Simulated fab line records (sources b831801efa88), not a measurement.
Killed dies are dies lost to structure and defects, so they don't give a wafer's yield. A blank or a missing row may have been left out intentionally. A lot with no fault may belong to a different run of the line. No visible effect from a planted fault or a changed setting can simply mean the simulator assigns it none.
Which of the tools did it? -- flow gf180mcu -- 42 wafers from 14 lots sampled at 4 of the route's 602 steps

WHAT THE GAUGES SHOWED, per wafer
GF_DUAL_GATE_OVL_MEAS_11. Usual: DUAL_GATE_OVL 0.1 nm, standard deviation 1.3.
lot,measured,on,DUAL_GATE_OVL (nm),flag
L509,day 8 05:23,overlay-01,1.4 1.8 1.0,
L510,day 8 16:19,overlay-02,-1.8 -2.4 -2.2,
L511,day 8 21:58,overlay-01,-0.3 2.4 0.8,
L512,day 9 04:52,overlay-02,-0.5 0.9 -0.7,
L513,day 9 10:04,overlay-02,2.1 2.5 1.5,
L514,day 9 18:46,overlay-01,-0.6 -0.7 -1.2,
L515,day 10 02:41,overlay-01,-0.5 0.3 -0.3,
L517,day 10 16:33,overlay-02,-1.4 -0.3 1.7,
L519,day 11 10:35,overlay-01,-2.6 0.4 -2.4,
L522,day 12 06:55,overlay-01,0.3 1.9 0.2,
L523,day 12 14:25,overlay-02,0.9 -0.2 -0.8,
L526,day 13 04:52,overlay-02,1.8 -0.5 1.9,
L530,day 14 12:17,overlay-01,-0.6 1.3 0.6,
L531,day 14 21:00,overlay-02,1.0 1.4 -0.4,

GF_POLY_GATE_CD_MEAS_10: the cd target is 280 nm. Usual: cd-nm 280.0 nm, standard deviation 1.
lot,measured,on,cd-nm (nm),flag
L509,day 9 01:13,cd-sem-01,281.3 280.3 279.4,
L510,day 9 12:29,cd-sem-01,279.8 279.3 280.1,
L511,day 9 20:17,cd-sem-01,279.2 279.8 279.5,
L512,day 10 01:10,cd-sem-02,281.4 282.4 280.8,
L513,day 10 08:01,cd-sem-01,279.6 280.2 281.0,
L514,day 10 16:13,cd-sem-02,279.1 279.5 279.9,
L515,day 11 01:01,cd-sem-01,279.6 280.1 281.0,
L517,day 11 15:17,cd-sem-01,282.7 281.6 281.7,
L519,day 12 09:39,cd-sem-02,278.3 279.8 279.5,
L522,day 13 06:09,cd-sem-01,281.8 280.4 280.2,
L523,day 13 13:37,cd-sem-01,279.7 280.1 279.4,
L526,day 14 04:34,cd-sem-01,280.4 281.9 280.1,
L530,day 15 12:32,cd-sem-01,278.6 280.3 280.0,
L531,day 15 22:24,cd-sem-02,278.8 279.1 279.6,

WHICH TOOL RAN EACH LOT (tool, then ch and the chambers of the sampled wafers, then the start)
lot,GF_MVSD_IMPLANT_09,GF_VT_IMPLANT_STRIP_09
L509,"implanter-01 ch 0, day 4 10:31","plasma-asher-01 ch 0,1, day 5 14:46"
L510,"implanter-02 ch 0, day 4 16:25","plasma-asher-01 ch 0,1, day 5 20:56"
L511,"implanter-02 ch 0, day 4 22:22","plasma-asher-01 ch 0,1, day 6 03:41"
L512,"implanter-01 ch 0, day 5 05:06","plasma-asher-04 ch 0,1, day 6 09:53"
L513,"implanter-02 ch 0, day 5 09:29","plasma-asher-02 ch 1, day 6 14:27"
L514,"implanter-02 ch 0, day 5 15:33","plasma-asher-01 ch 0,1, day 6 21:50"
L515,"implanter-01 ch 0, day 5 23:08","plasma-asher-02 ch 0,1, day 7 05:14"
L517,"implanter-01 ch 0, day 6 09:16","plasma-asher-02 ch 0, day 7 17:26"
L519,"implanter-02 ch 0, day 7 00:12","plasma-asher-02 ch 0, day 8 08:09"
L522,"implanter-02 ch 0, day 7 16:56","plasma-asher-04 ch 0,1, day 9 02:20"
L523,"implanter-04 ch 0, day 7 23:42","plasma-asher-01 ch 0,1, day 9 09:59"
L526,"implanter-02 ch 0, day 8 12:53","plasma-asher-01 ch 0, day 9 22:56"
L530,"implanter-04 ch 0, day 9 13:55","plasma-asher-01 ch 0,1, day 11 01:47"
L531,"implanter-04 ch 0, day 9 21:44","plasma-asher-04 ch 0,1, day 11 10:20"
- GF_MVSD_IMPLANT_09
- GF_VT_IMPLANT_STRIP_09: strips in O2/N2.

WHAT THE TOOLS THEMSELVES READ (means of the sampled wafers that have a number; where no wafer has one, the mark that the record gives instead)
GF_MVSD_IMPLANT_09. Usual: tilt-deg 0.003 degrees, standard deviation 0.019.
lot,tool,tilt-deg (degrees),flag
L509,implanter-01,-0.020,
L510,implanter-02,0.009,
L511,implanter-02,0.008,
L512,implanter-01,0.021,
L513,implanter-02,0.010,
L514,implanter-02,-0.003,
L515,implanter-01,-0.026,
L517,implanter-01,0.017,
L519,implanter-02,-0.016,
L522,implanter-02,6.245,OFF
L523,implanter-04,0.009,
L526,implanter-02,6.241,OFF
L530,implanter-04,0.018,
L531,implanter-04,-0.029,

GF_VT_IMPLANT_STRIP_09. Usual: drypump-motor-current-A 5.59 A, standard deviation 0.23; heater-power-w 320 W, standard deviation 35; n2-flow-sccm 300.0 sccm, standard deviation 0.95; o2-flow-sccm 3000 sccm, standard deviation 8.9; oes-product-au 0.716 a.u., standard deviation 0.0046; strip-time-to-endpoint-s 12.63 s, standard deviation 0.04.
lot,tool,drypump-motor-current-A (A),heater-power-w (W),n2-flow-sccm (sccm),o2-flow-sccm (sccm),oes-product-au (a.u.),strip-time-to-endpoint-s (s),flag
L509,plasma-asher-01,5.58,322,299.8,3001,0.717,12.63,
L510,plasma-asher-01,5.61,327,300.7,3000,0.718,12.58,
L511,plasma-asher-01,5.59,322,300.0,2997,0.719,12.62,
L512,plasma-asher-04,5.39,289,300.0,2997,0.715,12.62,
L513,plasma-asher-02,6.01,370,299.1,3004,0.717,12.62,
L514,plasma-asher-01,5.54,350,299.3,2998,0.718,12.58,
L515,plasma-asher-02,6.00,352,299.9,3007,0.717,12.65,
L517,plasma-asher-02,5.94,322,299.4,2996,0.714,12.63,
L519,plasma-asher-02,5.92,330,300.3,3001,0.718,12.68,
L522,plasma-asher-04,5.55,299,299.2,3005,0.719,12.66,
L523,plasma-asher-01,5.53,347,301.5,2992,0.714,12.67,
L526,plasma-asher-01,5.64,297,300.4,2995,0.711,12.61,
L530,plasma-asher-01,5.58,320,299.2,3004,0.715,12.55,
L531,plasma-asher-04,5.54,300,300.1,3002,0.717,12.64,

THE ANSWER, worked out from the rows above alone
Rule: a lot is off if the mean of its wafers that have a number lies more than 3 standard deviations from the usual mean. A lot without any number at a reading at which 4 lots or more have one is off too. The other lots that the step has rows for count as sound. The gauges are gone through in route order, then the tools' own readings, and for those a lot's mean is taken as printed above. The first step at which some lot is off is used, and at that step the reading that is off furthest; a lot without a number counts as furthest.
Off, at GF_MVSD_IMPLANT_09 on tilt-deg: L522, L526.
If a tool, at that step or one of the process steps before it, ran each lot that is off and ran no sound lot following the first of them, it fits. One fits: implanter-02 at GF_MVSD_IMPLANT_09. A fault onset in the window from L519 (day 7 00:12, its last sound lot) to L522 (day 7 16:56, its first lot off) fits.
The tool's own readings at GF_MVSD_IMPLANT_09 bear it out: on the lots that are off they differ by more than 5 times the standard deviation of the sound lots' means. tilt-deg reads 6.243 degrees there against -0.000 degrees on the sound lots.

WHAT THE SIMULATOR PUT IN
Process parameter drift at GF_MVSD_IMPLANT_09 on implanter-02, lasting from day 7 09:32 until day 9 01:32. Setting tilt-deg, moved by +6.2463, from 0. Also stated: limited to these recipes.
Lots struck among those shown: L522, L526. This agrees with what the rule above found.
